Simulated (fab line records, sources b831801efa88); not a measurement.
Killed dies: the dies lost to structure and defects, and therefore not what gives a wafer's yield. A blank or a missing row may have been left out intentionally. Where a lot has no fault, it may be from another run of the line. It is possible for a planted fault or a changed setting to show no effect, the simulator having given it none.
fab line records	flow sky130
[record] lots = 12	wafers = 36	last-day = 50
route steps=708 shown NWELL@65 POLY_GATE@231 LDD_N@253 RES_XHIGH@360 PAD_OPEN@708
lots that met no fault: taken from a fault-free run of the same line
start-h: start of the lot's first displayed wafer, in hours after the record's first day	wait-h: hours since the lot's step before	" unchanged from the row above	L1.1+2: a row that stands for several wafers	- value missing, or start not given	* or withheld: withheld	< > ~ a bound
route shown NAME@n: names a module that has steps shown in the file, with the first one's number in the route	usual: mean and standard deviation over wafers with no fault	same: alike in all rows	chamber/n: place in a boat	sites: per-site readings	_std_site: standard deviation across them	_edge_site: inner sites' mean taken away from outer sites' mean	radius-mm: how far each site lies from the wafer's centre	mask NAME#n: copy n	behind: the last tool/chamber to shape the wafer	hold: cause of the lot's hold/its duration in hours/its outcome	device: the transistor (n, p or np) that didn't switch	end of line: tests run on the same wafers once the route is complete	a step given without rows: its recipe and nothing more	killed: dies lost to structure and defects at the first sort, not the wafer's yield	map: per-die view of a wafer (x killed, . not killed, _ where there is no die)
set.NAME: the setting the step ran with; set.NAME@STEP: the setting that earlier step ran with	model.NAME: the simulator's own value behind a step, which no gauge read
one table for each step of the route and one row for each wafer, over a sample of lots
services: the hour from which a tool's chamber was out of use, counted from the record's first day as start-h (under 0 if before that day), plus the number of hours and why
[[steps]]
[step SKY_NWELL_IMPLANT_12]
[recipe] species = P	energy-kev = 120	dose-cm2 = 1.3e+12	tilt-deg = withheld
[usual] dose-ions-cm2 = 1.3003e+12/1.3e+09	faraday-current-uA = 7.31/0.15
lot.wafer	tool	chamber	start-h	wait-h	dose-ions-cm2	faraday-current-uA
L563.1	implanter-01	0	83.36	0.1	1.3007e+12	7.56
L563.3	"	0	"	"	1.301e+12	7.09
L563.5	"	0	"	"	1.3001e+12	7.33
L564.1	implanter-04	0	88.75	0.1	1.2994e+12	7.46
L564.3	"	0	"	"	1.3016e+12	7.34
L564.5	"	0	"	"	1.2999e+12	7.09
L565.2	implanter-04	0	96.53	0.1	1.3029e+12	7.19
L565.3	"	0	"	"	1.3018e+12	7.37
L565.4	"	0	"	"	1.2991e+12	7.33
L571.2	implanter-04	0	140.41	0.1	1.2979e+12	7.42
L571.3	"	0	"	"	1.3012e+12	7.31
L571.4	"	0	"	"	1.3015e+12	7.26
L572.2	implanter-04	0	146.53	0.1	1.4641e+12	8.03
L572.3	"	0	"	"	1.4642e+12	7.98
L572.5	"	0	"	"	1.4655e+12	8.07
L573.3	implanter-04	0	157.28	0.1	1.462e+12	8.20
L573.5	"	0	"	"	1.4631e+12	8.18
L573.6	"	0	"	"	1.4615e+12	8.35
L576.2	implanter-04	0	171.41	0.1	1.4621e+12	8.14
L576.3	"	0	"	"	1.4653e+12	8.35
L576.5	"	0	"	"	1.4635e+12	8.37
L580.1	implanter-01	0	185.81	0.1	1.2996e+12	7.53
L580.3	"	0	"	"	1.2992e+12	7.16
L580.4	"	0	"	"	1.2992e+12	7.29
L582.3	implanter-03	0	199.18	0.1	1.3e+12	7.34
L582.4	"	0	"	"	1.2997e+12	7.31
L582.5	"	0	"	"	1.2982e+12	7.46
L581.1	implanter-01	0	199.48	0.1	1.3002e+12	7.42
L581.3	"	0	"	"	1.2993e+12	7.34
L581.4	"	0	"	"	1.2978e+12	7.14
L584.1	implanter-03	0	204.71	0.1	1.3017e+12	7.44
L584.2	"	0	"	"	1.3011e+12	7.30
L584.4	"	0	"	"	1.2993e+12	7.39
L586.1	implanter-03	0	218.51	0.1	1.3006e+12	7.14
L586.2	"	0	"	"	1.3008e+12	7.30
L586.5	"	0	"	"	1.2998e+12	7.25
[step SKY_NWELL_RS_MEAS_29]
[recipe] thk-meas-gauge = four-point-probe
[usual] NWELL_RS = 625.1/1.4
lot.wafer	tool	chamber	start-h	wait-h	NWELL_RS[ohm/sq]
L563.1	film-metro-03	-	100.59	0.1	623.6
L563.3	"	-	"	"	622.6
L563.5	"	-	"	"	621.6
L564.1	film-metro-04	-	106.42	0.1	625.5
L564.3	"	-	"	"	624.9
L564.5	"	-	"	"	626.3
L565.2	film-metro-02	-	113.91	0.1	626.8
L565.3	"	-	"	"	625.0
L565.4	"	-	"	"	624.6
L571.2	film-metro-02	-	159.49	0.2	623.2
L571.3	"	-	"	"	625.1
L571.4	"	-	"	"	626.1
L572.2	film-metro-02	-	166.28	0.1	622.3
L572.3	"	-	"	"	622.2
L572.5	"	-	"	"	621.9
L573.3	film-metro-02	-	178.65	0.1	622.1
L573.5	"	-	"	"	622.1
L573.6	"	-	"	"	622.5
L576.2	film-metro-04	-	193.15	0.1	621.0
L576.3	"	-	"	"	620.1
L576.5	"	-	"	"	620.8
L580.1	film-metro-04	-	208.07	0.1	625.2
L580.3	"	-	"	"	625.1
L580.4	"	-	"	"	626.0
L582.3	film-metro-02	-	220.71	0.1	625.7
L582.4	"	-	"	"	626.5
L582.5	"	-	"	"	628.0
L581.1	film-metro-03	-	221.40	0.1	625.5
L581.3	"	-	"	"	623.0
L581.4	"	-	"	"	624.0
L584.1	film-metro-03	-	227.25	0.1	625.3
L584.2	"	-	"	"	625.6
L584.4	"	-	"	"	627.0
L586.1	film-metro-02	-	242.42	0.1	624.2
L586.2	"	-	"	"	627.1
L586.5	"	-	"	"	626.6
[step SKY_POLY_GATE_ETCH_17]
[recipe] target-depth-nm = 180	stop-on = SiO2	over-etch-frac = 0.56667	chemistry = HBr/Cl2	target = poly-Si	icp-w = 400	bias-w = 100	pressure-mtorr = 10	HBr_flow_sccm = 150	Cl2_flow_sccm = 50	time-s = 70.5
[usual] drypump-motor-current-A = 5.8/0.51	oes-product-au = 0.984/0.0074	throttle-valve-pct = 33.684/0.0086
lot.wafer	tool	chamber	start-h	wait-h	drypump-motor-current-A	oes-product-au	rf-hours-counter-h	throttle-valve-pct
L563.1	rie-si-01	0	360.41	0.1	6.3	0.991	0	33.680
L563.3	"	3	"	"	4.8	0.973	0	33.685
L563.5	"	3	"	"	4.8	0.977	-	33.696
L564.1	rie-si-01	0	364.81	0.0	6.3	0.985	1	33.683
L564.3	"	1	"	"	5.9	0.973	36	33.692
L564.5	"	3	"	"	4.8	0.976	-	33.689
L565.2	rie-si-01	0	380.86	0.0	6.3	0.997	1	33.691
L565.3	"	3	"	"	4.8	0.984	0	33.689
L565.4	"	1	"	"	5.9	0.973	-	33.697
L571.2	rie-si-01	2	451.76	0.0	5.8	0.990	3	33.672
L571.3	"	0	"	"	6.3	0.984	1	33.682
L571.4	"	3	"	"	4.8	0.982	1	33.685
L572.2	rie-si-01	3	457.18	0.0	4.8	0.984	1	33.679
L572.3	"	1	"	"	5.9	0.974	36	33.681
L572.5	"	2	"	"	5.8	1.006	-	33.673
L573.3	rie-si-01	2	482.61	0.0	5.8	0.993	3	33.692
L573.5	"	2	"	"	5.7	0.988	-	33.682
L573.6	"	1	"	"	5.9	0.978	-	33.680
L576.2	rie-si-02	2	497.53	0.0	5.6	0.970	4	33.686
L576.3	"	3	"	"	6.1	0.984	2	33.687
L576.5	"	0	"	"	5.7	0.979	-	33.688
L580.1	rie-si-01	1	516.36	0.0	5.9	0.982	37	33.671
L580.3	"	2	"	"	5.8	0.995	3	33.696
L580.4	"	3	"	"	4.8	0.978	1	33.697
L582.3	rie-si-02	3	536.20	0.0	6.1	0.985	2	33.691
L582.4	"	0	"	"	5.7	0.984	10	33.698
L582.5	"	2	"	"	5.6	0.982	-	33.670
L581.1	rie-si-01	0	540.36	0.0	6.3	0.998	2	33.673
L581.3	"	1	"	"	5.9	0.980	37	33.692
L581.4	"	1	"	"	5.9	0.978	-	33.684
L584.1	rie-si-01	3	553.70	0.0	4.8	0.987	1	33.691
L584.2	"	0	"	"	6.3	0.985	2	33.690
L584.4	"	2	"	"	5.8	0.995	4	33.679
L586.1	rie-si-01	1	570.33	0.0	5.9	0.979	37	33.682
L586.2	"	2	"	"	5.8	0.978	4	33.699
L586.5	"	0	"	"	6.3	0.992	-	33.685
[step SKY_LDD_N_STRIP_16]
[recipe] chemistry = O2/N2	power-w = 1400	pressure-mtorr = 1500	platen-temp-c = withheld	o2-flow-sccm = 3000	n2-flow-sccm = 300	overash-fraction = 0.5
[usual] drypump-motor-current-A = 5.96/0.29	oes-product-au = 0.407/0.0047	strip-time-to-endpoint-s = 4.318/0.014
lot.wafer	tool	chamber	start-h	wait-h	drypump-motor-current-A	oes-product-au	rf-hours-counter-h	strip-time-to-endpoint-s
L563.1	plasma-asher-02	1	393.05	0.1	5.52	0.397	70	4.306
L563.3	"	0	"	"	5.92	0.402	-	4.306
L563.5	"	0	"	"	5.93	0.406	-	4.316
L564.1	plasma-asher-04	0	396.00	0.1	6.00	0.404	69	4.320
L564.3	"	1	"	"	6.29	0.414	-	4.307
L564.5	"	0	"	"	6.04	0.403	-	4.305
L565.2	plasma-asher-03	0	415.36	0.1	6.49	0.405	29	4.318
L565.3	"	0	"	"	6.48	0.410	-	4.313
L565.4	"	1	"	"	5.82	0.407	-	4.301
L571.2	plasma-asher-02	0	485.65	0.1	5.92	0.407	6	4.317
L571.3	"	0	"	"	5.93	0.401	-	4.298
L571.4	"	1	"	"	5.53	0.402	-	4.309
L572.2	plasma-asher-04	1	490.40	0.1	6.32	0.413	79	4.337
L572.3	"	0	"	"	5.98	0.403	-	4.338
L572.5	"	1	"	"	6.28	0.401	-	4.321
L573.3	plasma-asher-02	0	515.63	0.1	5.97	0.409	-	4.324
L573.5	"	1	"	"	5.57	0.409	-	4.303
L573.6	"	0	"	"	5.97	0.406	-	4.315
L576.2	plasma-asher-03	1	530.11	0.1	5.85	0.412	41	4.299
L576.3	"	0	"	"	6.46	0.408	-	4.320
L576.5	"	0	"	"	6.45	0.416	-	4.326
L580.1	plasma-asher-04	0	549.66	0.1	5.98	0.407	86	4.330
L580.3	"	1	"	"	6.28	0.401	-	4.328
L580.4	"	0	"	"	5.99	0.412	-	4.335
L582.3	plasma-asher-02	1	569.14	0.1	5.51	0.412	-	4.305
L582.4	"	0	"	"	5.91	0.402	-	4.305
L582.5	"	0	"	"	5.95	0.410	-	4.315
L581.1	plasma-asher-02	0	572.31	0.1	5.92	0.414	16	4.343
L581.3	"	1	"	"	5.58	0.413	-	4.335
L581.4	"	0	"	"	5.92	0.421	-	4.322
L584.1	plasma-asher-02	1	585.50	0.1	5.60	0.400	17	4.314
L584.2	"	0	"	"	5.93	0.401	17	4.304
L584.4	"	1	"	"	5.59	0.403	-	4.317
L586.1	plasma-asher-02	1	602.65	0.1	5.55	0.404	18	4.309
L586.2	"	0	"	"	5.93	0.410	18	4.300
L586.5	"	0	"	"	5.93	0.403	-	4.284
[step SKY_SD_N_RS_MEAS_18]
[recipe] thk-meas-gauge = four-point-probe
[usual] RES_XHIGH_RS = 333.4/1.3
lot.wafer	tool	chamber	start-h	wait-h	RES_XHIGH_RS[ohm/sq]
L563.1	film-metro-03	-	636.90	0.1	332.5
L563.3	"	-	"	"	333.0
L563.5	"	-	"	"	333.1
L564.1	film-metro-02	-	639.05	0.1	333.7
L564.3	"	-	"	"	332.8
L564.5	"	-	"	"	333.5
L565.2	film-metro-02	-	659.12	0.1	332.5
L565.3	"	-	"	"	334.6
L565.4	"	-	"	"	332.3
L571.2	film-metro-02	-	722.62	0.1	336.6
L571.3	"	-	"	"	336.0
L571.4	"	-	"	"	336.8
L572.2	film-metro-03	-	725.95	0.1	333.8
L572.3	"	-	"	"	332.6
L572.5	"	-	"	"	332.2
L573.3	film-metro-02	-	751.09	0.1	334.9
L573.5	"	-	"	"	335.5
L573.6	"	-	"	"	336.4
L576.2	film-metro-03	-	762.07	0.1	331.9
L576.3	"	-	"	"	332.5
L576.5	"	-	"	"	331.3
L580.1	film-metro-01	-	779.00	0.1	333.5
L580.3	"	-	"	"	334.1
L580.4	"	-	"	"	332.5
L582.3	film-metro-02	-	797.08	0.1	334.3
L582.4	"	-	"	"	334.8
L582.5	"	-	"	"	334.3
L581.1	film-metro-01	-	799.74	0.1	333.6
L581.3	"	-	"	"	333.2
L581.4	"	-	"	"	332.1
L584.1	film-metro-02	-	810.49	0.1	333.8
L584.2	"	-	"	"	332.7
L584.4	"	-	"	"	334.2
L586.1	film-metro-02	-	825.45	0.1	335.2
L586.2	"	-	"	"	334.3
L586.5	"	-	"	"	335.1
[step SKY_PAD_OPEN_PROBE_99]
[usual] killed_at_M0_to_M3 = 44/7.3	killed_at_M4_up = 3.1/1.9	killed-at-contacts = 24/5.3	killed-at-front-end = 15/4	killed-at-other = 0.4/0.6	killed-dies = 86/9.2	killed-open = 47/6.9	killed-short = 39/6.9
[same] gross-dies = 492	killed-at-back-side = 0
lot.wafer	tool	chamber	start-h	wait-h	killed_at_M0_to_M3	killed_at_M4_up	killed-at-contacts	killed-at-front-end	killed-at-other	killed-dies	killed-open	killed-short
L572.2	prober-01	-	1133.25	0.1	53	2	28	23	0	106	53	53
L572.3	prober-01	-	1133.30	0.2	43	2	28	15	0	88	54	34
L572.5	prober-01	-	1133.40	0.2	56	3	29	15	1	104	46	58
// killed by level:class
L572.2 VIA1:geometric-particle:open=9 METAL1:geometric-particle:short=9 CONTACT:geometric-particle:open=9 VIA2:geometric-particle:open=9 FIELD_ISO:geometric-particle:short=7 VIA3:geometric-particle:open=7 LI_CONTACT:geometric-particle:open=6 CONTACT:geometric-particle:short=6
L572.3 CONTACT:geometric-particle:open=14 VIA1:geometric-particle:open=11 VIA2:geometric-particle:open=8 POLY_GATE:geometric-particle:open=6 METAL1:geometric-particle:short=6 VIA3:geometric-particle:open=6 LI_CONTACT:geometric-particle:open=5 CONTACT:geometric-particle:short=4
L572.5 METAL1:geometric-particle:short=13 CONTACT:geometric-particle:open=11 VIA1:geometric-particle:open=9 VIA3:geometric-particle:open=8 LI_CONTACT:geometric-particle:open=7 METAL3:geometric-particle:short=7 LOCAL_INTERCONNECT:geometric-particle:short=6 FIELD_ISO:geometric-particle:short=5
[[services]]
tool	chamber	start-h	hours	kind
plasma-asher-04	-	63.98	15.6	pm
rie-si-01	-	88.37	2.1	repair
implanter-01	-	100.63	1.4	repair
rie-si-01	-	122.31	19.5	repair
implanter-04	-	186.75	3.6	repair
rie-si-01	3	223.11	7.8	repair
plasma-asher-02	-	289.18	0.8	repair
rie-si-01	1	302.46	7.5	repair
implanter-04	-	306.67	1.8	repair
rie-si-01	3	309.71	3.9	repair
implanter-04	-	326.57	22.0	pm
rie-si-01	2	342.97	38.3	repair
rie-si-01	1	343.44	4.3	repair
plasma-asher-02	-	347.63	2.8	pm
implanter-04	-	404.35	1.2	repair
implanter-04	-	413.14	5.0	repair
plasma-asher-02	-	416.13	1.8	repair
plasma-asher-02	-	418.35	3.1	repair
plasma-asher-02	-	421.41	9.0	pm
plasma-asher-02	-	499.69	2.0	repair
implanter-04	-	524.05	3.9	pm
rie-si-01	2	538.69	4.6	repair
plasma-asher-02	-	560.78	0.3	repair
plasma-asher-02	-	586.21	9.7	repair
[[key]]
[first-sign] step = SKY_NWELL_IMPLANT_12	reading = dose-ions-cm2	direction = up	sigmas = 99+	usual = *	struck = *
[effect] step = SKY_NWELL_IMPLANT_12	reading = faraday-current-uA	direction = up	sigmas = 6	usual = 7.31	struck = 8.19
[effect] step = SKY_NWELL_RS_MEAS_29	reading = NWELL_RS	direction = down	sigmas = 2.5	usual = 625.1	struck = 621.7
met-at SKY_NWELL_IMPLANT_12
struck-lots L572,L573,L576
tester-left-out L572,L573,L576
not-acting-at SKY_POLY_GATE_ETCH_17,SKY_LDD_N_STRIP_16,SKY_SD_N_RS_MEAS_18
onset-between 140.41 146.53
[fault] kind = process-parameter-drift	tool = implanter-04	chamber = -	onset-h = 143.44	steps = SKY_NWELL_IMPLANT_12	channel = dose-cm2	offset = *	shape = step	end-h = 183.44	acts-in = *	stated = *
// tester-left-out: of these lots the tester's yield and bins aren't shown, on N5 and GAA mostly nor the transistor test; their killed dies are dies lost to structure and defects alone, not to doping, threshold or leakage, so they don't give the yield
